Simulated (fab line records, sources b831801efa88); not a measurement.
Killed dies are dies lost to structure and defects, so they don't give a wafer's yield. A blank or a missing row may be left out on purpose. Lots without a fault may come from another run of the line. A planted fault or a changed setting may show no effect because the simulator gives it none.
Which tool did it? | flow sky130 | 13 lots, 39 wafers sampled, at 6 steps of a route of 708

WHAT THE GAUGES READ, wafer by wafer
SKY_LDD_HVN_OVL_MEAS_07.
lot  | measured     | on         | LDD_HVN_OVL (nm)
L239 | day 20 08:56 | overlay-02 | 0.3 2.7 1.8
L241 | day 21 05:52 | overlay-02 | 0.8 -0.1 1.3
L242 | day 22 03:41 | overlay-01 | 0.6 -0.2 1.7
L243 | day 22 18:01 | overlay-02 | 0.4 -1.2 0.8
L244 | day 22 18:40 | overlay-02 | 0.3 -1.1 0.4
L246 | day 23 06:53 | overlay-02 | 0.8 0.9 1.9
L245 | day 23 12:11 | overlay-01 | 0.4 -0.6 0.3
L248 | day 23 19:37 | overlay-02 | 0.4 -0.2 -1.0
L247 | day 23 19:58 | overlay-02 | -0.2 -0.7 -0.1
L249 | day 24 07:05 | overlay-02 | 0.7 0.7 0.3
L252 | day 25 20:56 | overlay-02 | -1.7 -2.2 -0.8
L255 | day 26 15:19 | overlay-02 | -1.0 0.2 -0.7
L261 | day 28 15:37 | overlay-02 | 0.5 1.9 0.2

SKY_SD_N_OVL_MEAS_08.
lot  | measured     | on         | SD_N_OVL (nm)
L239 | day 27 22:00 | overlay-01 | 2.0 1.3 1.2
L241 | day 28 18:21 | overlay-01 | -0.1 -0.6 0.0
L242 | day 29 14:30 | overlay-01 | -0.9 -0.9 0.6
L243 | day 30 03:17 | overlay-02 | -1.5 0.6 0.4
L244 | day 30 05:57 | overlay-02 | 0.5 0.0 0.5
L246 | day 30 16:00 | overlay-02 | 1.1 1.4 1.1
L245 | day 30 17:18 | overlay-02 | 1.1 0.8 0.9
L248 | day 31 04:08 | overlay-01 | 2.0 0.7 -0.7
L247 | day 31 04:56 | overlay-02 | 0.5 0.6 -0.3
L249 | day 31 12:54 | overlay-02 | -2.5 -0.8 -1.1
L252 | day 32 23:11 | overlay-01 | 0.2 0.5 0.8
L255 | day 33 15:29 | overlay-01 | 1.9 1.2 -0.6
L261 | day 35 13:17 | overlay-01 | -1.5 -1.1 -2.4

SKY_SD_N_TW_MEAS_12.
lot  | measured     | on            | SD_N_TW
L239 | day 27 22:26 | film_metro-01 | 3966 3995 3993
L241 | day 28 18:47 | film_metro-02 | 4013 4014 4013
L242 | day 29 14:56 | film_metro-01 | 3980 3970 3988
L243 | day 30 03:43 | film_metro-03 | 3934 3962 3942
L244 | day 30 06:23 | film_metro-03 | 3931 3938 3950
L246 | day 30 16:27 | film_metro-03 | 3931 3942 3960
L245 | day 30 17:45 | film_metro-03 | 3955 3933 3917
L248 | day 31 04:35 | film_metro-02 | 4019 4025 4021
L247 | day 31 05:23 | film_metro-03 | 3956 3943 3933
L249 | day 31 13:20 | film_metro-02 | 4016 4029 4033
L252 | day 32 23:38 | film_metro-02 | 4009 4032 4029
L255 | day 33 15:55 | film_metro-01 | 30 30 30
L261 | day 35 13:43 | film_metro-03 | 3932 3950 3931

WHICH TOOL RAN EACH LOT (tool, then ch and the chambers of the sampled wafers, then the start)
lot  | SKY_SPACER_ETCHBACK_02             | SKY_RES_XHIGH_STRIP_08               | SKY_SD_N_STRIP_11
L239 | rie_diel-02 ch 2,3, day 22 23:41   | plasma_asher-01 ch 0,1, day 26 17:38 | plasma_asher-01 ch 0,1, day 27 22:21
L241 | rie_diel-01 ch 0,3, day 23 21:13   | plasma_asher-04 ch 0,1, day 27 14:16 | plasma_asher-02 ch 0,1, day 28 18:41
L242 | rie_diel-04 ch 0,3, day 24 19:44   | plasma_asher-04 ch 0,1, day 28 10:23 | plasma_asher-01 ch 0,1, day 29 14:51
L243 | rie_diel-04 ch 0,1,2, day 25 08:23 | plasma_asher-04 ch 0,1, day 28 23:10 | plasma_asher-01 ch 0,1, day 30 03:37
L244 | rie_diel-04 ch 1,3, day 25 10:38   | plasma_asher-04 ch 1, day 29 01:52   | plasma_asher-01 ch 0,1, day 30 06:17
L246 | rie_diel-02 ch 1,2,3, day 25 21:17 | plasma_asher-04 ch 0,1, day 29 12:30 | plasma_asher-02 ch 0,1, day 30 16:22
L245 | rie_diel-01 ch 0,1, day 26 00:43   | plasma_asher-01 ch 0,1, day 29 13:38 | plasma_asher-01 ch 0,1, day 30 17:39
L248 | rie_diel-01 ch 2,3, day 26 10:12   | plasma_asher-02 ch 0,1, day 30 00:43 | plasma_asher-01 ch 0,1, day 31 04:29
L247 | rie_diel-04 ch 0,2,3, day 26 10:12 | plasma_asher-01 ch 0,1, day 30 00:52 | plasma_asher-02 ch 0,1, day 31 05:16
L249 | rie_diel-02 ch 1,2, day 26 21:05   | plasma_asher-01 ch 0,1, day 30 10:55 | plasma_asher-01 ch 0, day 31 13:14
L252 | rie_diel-04 ch 0,1, day 28 08:34   | plasma_asher-01 ch 0,1, day 31 20:08 | plasma_asher-03 ch 0,1, day 32 23:33
L255 | rie_diel-02 ch 1,3, day 29 02:38   | plasma_asher-04 ch 0,1, day 32 12:46 | plasma_asher-01 ch 0,1, day 33 15:49
L261 | rie_diel-02 ch 0,1,3, day 31 01:50 | plasma_asher-01 ch 0,1, day 34 10:28 | plasma_asher-01 ch 0,1, day 35 13:37
- SKY_SPACER_ETCHBACK_02: etches Si3N4 in CH3F/O2, stops on SiO2, time 46.7 s, target depth 45 nm.
- SKY_RES_XHIGH_STRIP_08: strips in O2/N2.
- SKY_SD_N_STRIP_11: strips in O2/N2.

WHAT THE TOOLS THEMSELVES READ (means of the sampled wafers that have a number; where no wafer has one, the mark that the record gives instead)
SKY_SPACER_ETCHBACK_02.
lot  | tool        | drypump_motor_current_A (A) | oes_product_au (a.u.) | throttle_valve_pct (%)
L239 | rie_diel-02 | 6.0                         | 0.843                 | 10.555
L241 | rie_diel-01 | 5.5                         | 0.855                 | 10.558
L242 | rie_diel-04 | 5.8                         | 0.856                 | 10.568
L243 | rie_diel-04 | 6.0                         | 0.858                 | 10.565
L244 | rie_diel-04 | 5.7                         | 0.859                 | 10.567
L246 | rie_diel-02 | 5.8                         | 0.858                 | 10.563
L245 | rie_diel-01 | 5.3                         | 0.854                 | 10.559
L248 | rie_diel-01 | 5.7                         | 0.857                 | 10.569
L247 | rie_diel-04 | 6.1                         | 0.853                 | 10.559
L249 | rie_diel-02 | 5.6                         | 0.860                 | 10.562
L252 | rie_diel-04 | 5.7                         | 0.862                 | 10.571
L255 | rie_diel-02 | 5.6                         | 0.854                 | 10.561
L261 | rie_diel-02 | 5.7                         | 0.863                 | 10.561

SKY_RES_XHIGH_STRIP_08.
lot  | tool            | drypump_motor_current_A (A) | oes_product_au (a.u.) | strip_time_to_endpoint_s (s)
L239 | plasma_asher-01 | 5.8                         | 0.712                 | 14.33
L241 | plasma_asher-04 | 6.6                         | 0.711                 | 14.30
L242 | plasma_asher-04 | 6.6                         | 0.715                 | 14.35
L243 | plasma_asher-04 | 6.7                         | 0.709                 | 14.26
L244 | plasma_asher-04 | 6.6                         | 0.704                 | 14.32
L246 | plasma_asher-04 | 6.6                         | 0.710                 | 14.33
L245 | plasma_asher-01 | 5.7                         | 0.711                 | 14.28
L248 | plasma_asher-02 | 5.7                         | 0.713                 | 14.30
L247 | plasma_asher-01 | 5.7                         | 0.710                 | 14.31
L249 | plasma_asher-01 | 5.2                         | 0.706                 | 14.26
L252 | plasma_asher-01 | 5.2                         | 0.707                 | 14.27
L255 | plasma_asher-04 | 6.6                         | 0.903                 | -
L261 | plasma_asher-01 | 5.2                         | 0.708                 | 14.31

SKY_SD_N_STRIP_11.
lot  | tool            | drypump_motor_current_A (A) | oes_product_au (a.u.) | strip_time_to_endpoint_s (s)
L239 | plasma_asher-01 | 5.2                         | 0.529                 | 22.55
L241 | plasma_asher-02 | 5.7                         | 0.527                 | 22.60
L242 | plasma_asher-01 | 5.2                         | 0.528                 | 22.53
L243 | plasma_asher-01 | 5.8                         | 0.529                 | 22.48
L244 | plasma_asher-01 | 5.2                         | 0.527                 | 22.55
L246 | plasma_asher-02 | 5.7                         | 0.525                 | 22.54
L245 | plasma_asher-01 | 5.2                         | 0.532                 | 22.58
L248 | plasma_asher-01 | 5.8                         | 0.525                 | 22.53
L247 | plasma_asher-02 | 5.7                         | 0.527                 | 22.64
L249 | plasma_asher-01 | 4.7                         | 0.527                 | 22.54
L252 | plasma_asher-03 | 5.3                         | 0.525                 | 22.60
L255 | plasma_asher-01 | 5.8                         | 0.586                 | 31.38
L261 | plasma_asher-01 | 5.8                         | 0.527                 | 22.54

THE ANSWER, worked out from the rows above alone
Rule: what is usual is taken from the lots themselves. Put in order of their means at a reading, lots are off if they are a third of the lots or fewer, leave a main group of 4 or more, and stand apart from it by a gap of 3 or more times the standard deviation of the main group's means; of several such gaps the widest counts. A main group whose means are all the same, to the digits that the tables above print for the reading, isn't used. A lot without any number at a reading at which 4 lots or more have one is off too. The other lots that the step has rows for count as sound. The gauges are gone through in route order, then the tools' own readings, and for those a lot's mean is taken as printed above. The first step at which some lot is off is used, and at that step the reading that is off furthest; a lot without a number counts as furthest.
Off: L255, at SKY_SD_N_TW_MEAS_12 (SD_N_TW). The main group: mean 3975, standard deviation 36.
A tool fits if, at a process step before that reading, it ran every lot that is off, and no sound lot after the first of them. The gauges at SKY_SD_N_TW_MEAS_12 aren't tried: what is off there is off at SKY_RES_XHIGH_STRIP_08 too, on other tools, and a gauge's error can't cause that. One fits: plasma_asher-04 at SKY_RES_XHIGH_STRIP_08. Its last sound lot is L246 (day 29 12:30), its first lot that is off L255 (day 32 12:46): a fault that began between those two fits.
The tool's own readings at SKY_RES_XHIGH_STRIP_08 bear it out: on the lots that are off they differ by more than 5 times the standard deviation of the sound lots' means. oes_product_au reads 0.903 a.u. there against 0.710 a.u. on the sound lots.
Blank at SKY_RES_XHIGH_STRIP_08 on the lots that are off, where sound lots have numbers: strip_time_to_endpoint_s.

WHAT THE SIMULATOR HAD PUT IN
Strip aborted: plasma_asher-04, from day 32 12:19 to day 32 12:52, at SKY_RES_XHIGH_STRIP_08. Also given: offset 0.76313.
Lots struck among those shown: L255. The rule above found the same.
